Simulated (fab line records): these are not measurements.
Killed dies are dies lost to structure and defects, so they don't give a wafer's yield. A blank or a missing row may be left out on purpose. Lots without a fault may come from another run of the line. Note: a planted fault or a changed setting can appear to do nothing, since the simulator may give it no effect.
Which tool was responsible? ; flow sky130 ; 36 wafers from 12 lots sampled at 2 of the route's 708 steps

WHAT EACH GAUGE READ, for each wafer
SKY_CAP2M_THK_MEAS_01.
lot;measured;on;CAP2M_CVD_00_THK (nm)
L622;day 39 10:04;film metro-01;15.47 15.00 15.31
L624;day 40 15:42;film metro-01;15.30 15.42 15.62
L625;day 40 20:17;film metro-02;15.35 15.61 15.40
L626;day 41 02:56;film metro-02;15.26 15.25 15.56
L627;day 41 05:47;film metro-01;15.80 15.67 15.58
L628;day 41 11:50;film metro-02;15.35 15.20 15.56
L629;day 41 18:55;film metro-02;15.40 15.66 15.65
L633;day 43 01:10;film metro-01;15.54 15.53 16.05
L634;day 43 08:37;film metro-02;15.45 15.43 15.65
L637;day 44 07:58;film metro-02;15.35 15.49 15.48
L640;day 45 00:18;film metro-02;15.17 15.49 15.55
L642;day 45 13:19;film metro-01;15.43 15.52 15.81

EACH LOT AND THE TOOL THAT RAN IT (in order: tool; ch and the chambers of the sampled wafers; start)
lot;SKY_METAL4_SPUTTER_04
L622;pvd sputter-01, day 39 09:59
L624;pvd sputter-02, day 40 15:38
L625;pvd sputter-02, day 40 20:13
L626;pvd sputter-01, day 41 02:52
L627;pvd sputter-04, day 41 05:41
L628;pvd sputter-01, day 41 11:45
L629;pvd sputter-02, day 41 18:50
L633;pvd sputter-02, day 43 01:05
L634;pvd sputter-01, day 43 08:32
L637;pvd sputter-02, day 44 07:54
L640;pvd sputter-04, day 45 00:14
L642;pvd sputter-04, day 45 13:15
- SKY_METAL4_SPUTTER_04: material TiN, target thk 70 nm, time 58.3 s.

WHAT THE TOOLS THEMSELVES READ (means of the sampled wafers that have a number; where no wafer has one, the mark that the record gives instead)
SKY_METAL4_SPUTTER_04.
lot;tool;throttle valve pct (%)
L622;pvd sputter-01;29.6
L624;pvd sputter-02;28.8
L625;pvd sputter-02;29.3
L626;pvd sputter-01;29.7
L627;pvd sputter-04;29.7
L628;pvd sputter-01;30.1
L629;pvd sputter-02;28.8
L633;pvd sputter-02;29.6
L634;pvd sputter-01;30.1
L637;pvd sputter-02;30.5
L640;pvd sputter-04;29.0
L642;pvd sputter-04;29.6

THE ANSWER, worked out from the rows above alone
Rule: usual is defined by the lots themselves. Put in order of their means at a reading, lots are off if they are a third of the lots or fewer, leave a main group of 4 or more, and stand apart from it by a gap of 3 or more times the standard deviation of the main group's means; of several such gaps the widest counts. If all means in a main group match to the digits the tables above print for the reading, that group is not used. Also off: a lot with no number at a reading for which 4 or more lots have one. Any other lot the step has rows for is counted as sound. First the gauges in route order, then the tools' own readings, where a lot's mean is used as printed above. The first step at which some lot is off is used, and at that step the reading that is off furthest; a lot without a number counts as furthest.
Across all readings shown, no lot is off: no conclusion can be drawn from this.

WHAT THE SIMULATOR HAD PUT IN
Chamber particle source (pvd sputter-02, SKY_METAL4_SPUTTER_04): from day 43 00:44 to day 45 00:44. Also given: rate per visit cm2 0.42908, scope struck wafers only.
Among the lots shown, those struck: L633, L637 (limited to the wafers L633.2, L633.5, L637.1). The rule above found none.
